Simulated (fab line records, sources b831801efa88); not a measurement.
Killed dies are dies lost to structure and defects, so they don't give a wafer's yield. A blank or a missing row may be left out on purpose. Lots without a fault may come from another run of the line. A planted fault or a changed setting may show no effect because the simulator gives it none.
Which tool did it? | flow sky130 | 10 lots, 30 wafers sampled, at 5 steps of a route of 708

WHAT THE GAUGES READ, wafer by wafer
SKY_METAL2_RS_MEAS_05: measures by four-point-probe.
lot  | measured     | on            | METAL2_ALCU_RS (ohm/sq)
L907 | day 34 21:41 | film_metro-02 | 0.1275 0.1291 0.1265
L908 | day 34 23:49 | film_metro-01 | 0.1261 0.1291 0.1272
L909 | day 35 01:28 | film_metro-02 | 0.1273 0.1273 0.1258
L915 | day 37 03:48 | film_metro-01 | 0.1320 0.1315 0.1337 0.1319 0.1317 0.1334
L918 | day 37 23:07 | film_metro-04 | 0.1316 0.1324 0.1325 0.1316 0.1322 0.1322
L919 | day 38 08:35 | film_metro-01 | 0.1263 0.1275 0.1292
L923 | day 39 13:32 | film_metro-02 | 0.1259 0.1249 0.1258
L924 | day 39 14:34 | film_metro-02 | 0.1252 0.1276 0.1261
L927 | day 41 02:33 | film_metro-04 | 0.1251 0.1286 0.1260
L929 | day 41 04:28 | film_metro-02 | 0.1269 0.1282 0.1285

WHICH TOOL RAN EACH LOT (tool, then ch and the chambers of the sampled wafers, then the start)
lot  | SKY_METAL1_DESCUM_17              | SKY_VIA1_CMP_02               | SKY_METAL2_SPUTTER_02        | SKY_METAL2_SPUTTER_03
L907 | rie_metal-04 ch 0,1, day 33 16:22 | cmp-02 ch 0,2, day 33 17:20   | pvd_sputter-01, day 34 21:34 | pvd_sputter-01, day 34 21:35
L908 | rie_metal-02 ch 0,1, day 33 18:57 | cmp-01 ch 1,3, day 33 19:53   | pvd_sputter-03, day 34 23:41 | pvd_sputter-03, day 34 23:43
L909 | rie_metal-03 ch 0,1, day 33 19:40 | cmp-02 ch 0,1, day 33 20:40   | pvd_sputter-01, day 35 01:19 | pvd_sputter-01, day 35 01:20
L915 | rie_metal-04 ch 0,1, day 35 22:51 | cmp-01 ch 0,1,3, day 35 23:53 | pvd_sputter-01, day 37 03:43 | pvd_sputter-01, day 37 03:44
L918 | rie_metal-03 ch 0,1, day 36 18:36 | cmp-02 ch 2,3, day 36 19:34   | pvd_sputter-01, day 37 23:01 | pvd_sputter-01, day 37 23:02
L919 | rie_metal-04 ch 0,1, day 37 04:13 | cmp-02 ch 0,1,3, day 37 05:13 | pvd_sputter-03, day 38 08:29 | pvd_sputter-03, day 38 08:31
L923 | rie_metal-02 ch 0,1, day 38 08:52 | cmp-01 ch 1,2,3, day 38 09:52 | pvd_sputter-02, day 39 13:24 | pvd_sputter-02, day 39 13:25
L924 | rie_metal-04 ch 0, day 38 10:25   | cmp-01 ch 1,2, day 38 11:22   | pvd_sputter-03, day 39 14:29 | pvd_sputter-03, day 39 14:31
L927 | rie_metal-03 ch 1, day 39 23:26   | cmp-01 ch 0,2, day 40 00:28   | pvd_sputter-03, day 41 02:28 | pvd_sputter-03, day 41 02:29
L929 | rie_metal-04 ch 0, day 40 00:34   | cmp-01 ch 0,2,3, day 40 01:34 | pvd_sputter-01, day 41 04:20 | pvd_sputter-01, day 41 04:22
- SKY_METAL1_DESCUM_17: chemistry O2, time 8 s.
- SKY_VIA1_CMP_02: polishes SiO2.
- SKY_METAL2_SPUTTER_02: material AlCu, target thk 250 nm, time 13.3 s.
- SKY_METAL2_SPUTTER_03: material Ti, target thk 5 nm, time 3.3 s.

THE ANSWER, worked out from the rows above alone
Rule: what is usual is taken from the lots themselves. Put in order of their means at a reading, lots are off if they are a third of the lots or fewer, leave a main group of 4 or more, and stand apart from it by a gap of 3 or more times the standard deviation of the main group's means; of several such gaps the widest counts. A main group whose means are all the same, to the digits that the tables above print for the reading, isn't used. A lot without any number at a reading at which 4 lots or more have one is off too. The other lots that the step has rows for count as sound.
Off: L915, L918, at SKY_METAL2_RS_MEAS_05 (METAL2_ALCU_RS). The main group: mean 0.1270 ohm/sq, standard deviation 0.00077.
A tool fits if, at a process step before that reading, it ran every lot that is off, and no sound lot after the first of them. The gauges at SKY_METAL2_RS_MEAS_05 are tried like those tools. None of those tried fits.

WHAT THE SIMULATOR HAD PUT IN
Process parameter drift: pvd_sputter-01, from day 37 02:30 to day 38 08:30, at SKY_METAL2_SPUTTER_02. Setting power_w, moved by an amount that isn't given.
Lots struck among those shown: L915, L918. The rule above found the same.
